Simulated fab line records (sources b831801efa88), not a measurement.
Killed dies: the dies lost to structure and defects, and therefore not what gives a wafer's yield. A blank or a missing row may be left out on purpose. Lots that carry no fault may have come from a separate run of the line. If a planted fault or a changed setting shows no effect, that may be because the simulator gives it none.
Matching of chambers	flow sfq_line	cmp-01 running SFQ_TRILAYER_I1_CMP_CMP_046: 4 sister chambers
The step polishes SiO2. 15 wafers are shown with their chamber, then 7 later ones without.

== WAFERS, EACH WITH ITS CHAMBER ==
wafer	chamber	motor_current_A (A)	time_to_endpoint_s (s)	retaining_ring_pressure_frac
L714.2	3	10.1	207	1.010
L714.1	2	10.5	203	0.997
L714.6	0	12.0	205	1.004
L715.4	1	7.8	226	1.002
L715.1	0	12.6	216	1.004
L715.6	2	10.4	213	0.995
L722.1	2	10.8	214	0.997
L722.2	3	10.1	204	0.996
L722.3	1	7.7	223	1.006
L723.2	1	8.0	222	1.000
L723.1	3	10.5	211	0.999
L723.6	1	7.3	232	0.994
L729.3	3	10.5	206	0.999
L729.4	0	12.4	211	1.004
L730.4	0	12.2	214	0.996

SIGNATURES (means of the wafers above)
reading	chamber 0	chamber 1	chamber 2	chamber 3	scatter within a chamber
motor_current_A	12.300	7.700	10.567	10.300	0.253
time_to_endpoint_s	211.50	225.75	210.00	207.00	4.57
retaining_ring_pressure_frac	1.00200	1.00050	0.99633	1.00100	0.00467
Rule: for a wafer and a chamber, the distance is found by dividing, reading by reading, the gap between the wafer's reading and the chamber's mean by the reading's scatter, squaring, summing and taking the root. The wafer belongs to the nearest chamber; if the next one is less than 2 further off, it can't be placed. The scatter: the root of (the sum of the squares of (reading less its chamber's mean) over the shown wafers, divided by (wafers less chambers)).

== WAFERS WHOSE CHAMBER IS MISSING ==
wafer	motor_current_A (A)	time_to_endpoint_s (s)	retaining_ring_pressure_frac
L730.6	12.6	190	0.994
L731.1	10.9	213	0.994
L731.3	7.6	219	1.001
L731.6	10.7	217	1.006
L734.2	12.6	214	0.996
L734.3	10.1	209	1.000
L734.5	12.1	215	1.002

== WHICH CHAMBER EACH WENT THROUGH ==
wafer	from the rows above	in truth
L730.6	0	0
L731.1	can't be placed: 2 or 3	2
L731.3	1	1
L731.6	can't be placed: 2 or 3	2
L734.2	0	0
L734.3	can't be placed: 3 or 2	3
L734.5	0	0
Correct placement for 4 of the 7. Can't be placed from these rows: 3 (the true chamber is among the candidates in 3). Number placed wrongly: 0.
